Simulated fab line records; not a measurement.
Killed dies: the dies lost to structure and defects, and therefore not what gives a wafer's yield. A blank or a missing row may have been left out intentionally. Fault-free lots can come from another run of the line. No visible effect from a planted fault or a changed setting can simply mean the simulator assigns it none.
The same fault as seen by 2 desks :: flow gf180mcu :: each desk holds nothing but its own numbers, with what lay behind them at the end

## DESK OF THE TOOL OWNER: implanter-03
The tool's own readings at GF_NWELL_IMPLANT_08: means of the sampled wafers that have a number, for each lot that ran on this tool. Marked OUT: a lot whose mean sits more than 4 standard deviations from the usual mean, which makes it out of limits; the brackets give that distance.
Columns: A = beam_energy_keV at GF_NWELL_IMPLANT_08, usual 450.02; B = tilt_deg at GF_NWELL_IMPLANT_08, usual 0.002 degrees
lot: L495
first seen here: day 3 20:30
A: 450.11
B: -0.002

lot: L498
first seen here: day 4 10:32
A: 449.97
B: -0.007

lot: L507
first seen here: day 6 12:04
A: 501.21 (+99 or more) OUT
B: 0.001

lot: L508
first seen here: day 6 20:07
A: 501.22 (+99 or more) OUT
B: 0.007

lot: L509
first seen here: day 7 02:40
A: 501.11 (+99 or more) OUT
B: 0.008
Finding of this desk: L507, L508, L509 out of limits; the first was L507 at day 6 12:04, on beam_energy_keV at GF_NWELL_IMPLANT_08. Within limits: L495, L498.

## AT THE METROLOGY DESK
Means of the sampled wafers that have a number, per lot and without regard to the tool the lot ran on: this is what the gauges read. Marked OUT: a lot whose mean sits more than 4 standard deviations from the usual mean, which makes it out of limits; the brackets give that distance.
Columns: A = STI_OXIDATION_THK at GF_STI_THK_MEAS_02, usual 10.07 nm; B = NWELL_RS at GF_VT_IMPLANT_RS_MEAS_47, usual 487.2 ohm/sq; C = LVPWELL_RS at GF_VT_IMPLANT_RS_MEAS_48, usual 1196.3 ohm/sq
lot: L493
first seen here: day 1 12:40
A: 10.16
B: 487.0
C: 1198.9

lot: L495
first seen here: day 1 21:32
A: 9.98
B: 486.8
C: 1197.8

lot: L497
first seen here: day 2 09:19
A: 9.93
B: 486.5
C: 1193.7

lot: L498
first seen here: day 2 13:57
A: 10.06
B: 488.3
C: 1193.1

lot: L507
first seen here: day 4 09:32
A: 10.09
B: 476.6 (-8.8) OUT
C: 1194.6

lot: L508
first seen here: day 4 14:50
A: 10.17
B: 476.4 (-9.0) OUT
C: 1195.1

lot: L509
first seen here: day 4 19:31
A: 9.98
B: 477.4 (-8.2) OUT
C: 1196.0

lot: L510
first seen here: day 5 00:32
A: 10.06
B: 488.9
C: 1196.2

lot: L511
first seen here: day 5 05:57
A: 10.24
B: 488.5
C: 1197.4

lot: L512
first seen here: day 5 12:08
A: 9.88
B: 488.9
C: 1197.4

lot: L516
first seen here: day 6 07:01
A: 10.07
B: 486.9
C: 1195.5
This desk finds L507, L508, L509 out of limits, with the earliest case on L507 at day 11 10:26 (NWELL_RS at GF_VT_IMPLANT_RS_MEAS_47). Within limits: L493, L495, L497, L498, L510, L511, L512, L516.

## TAKEN TOGETHER
The tool owner's desk could have raised an alarm at day 6 12:04, on L507, L508, L509.
Metrology desk: alarm possible at day 11 10:26 on L507, L508, L509.
All the named lots went through GF_NWELL_IMPLANT_08 on implanter-03.

## WHAT THE SIMULATOR HAD INSERTED
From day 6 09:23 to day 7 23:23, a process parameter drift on implanter-03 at GF_NWELL_IMPLANT_08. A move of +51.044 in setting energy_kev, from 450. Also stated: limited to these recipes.
Lots struck among those shown: L507, L508, L509.
Hours from the fault's start to each desk's first reading out of limits: the tool owner's desk, 3; the metrology desk, 121.
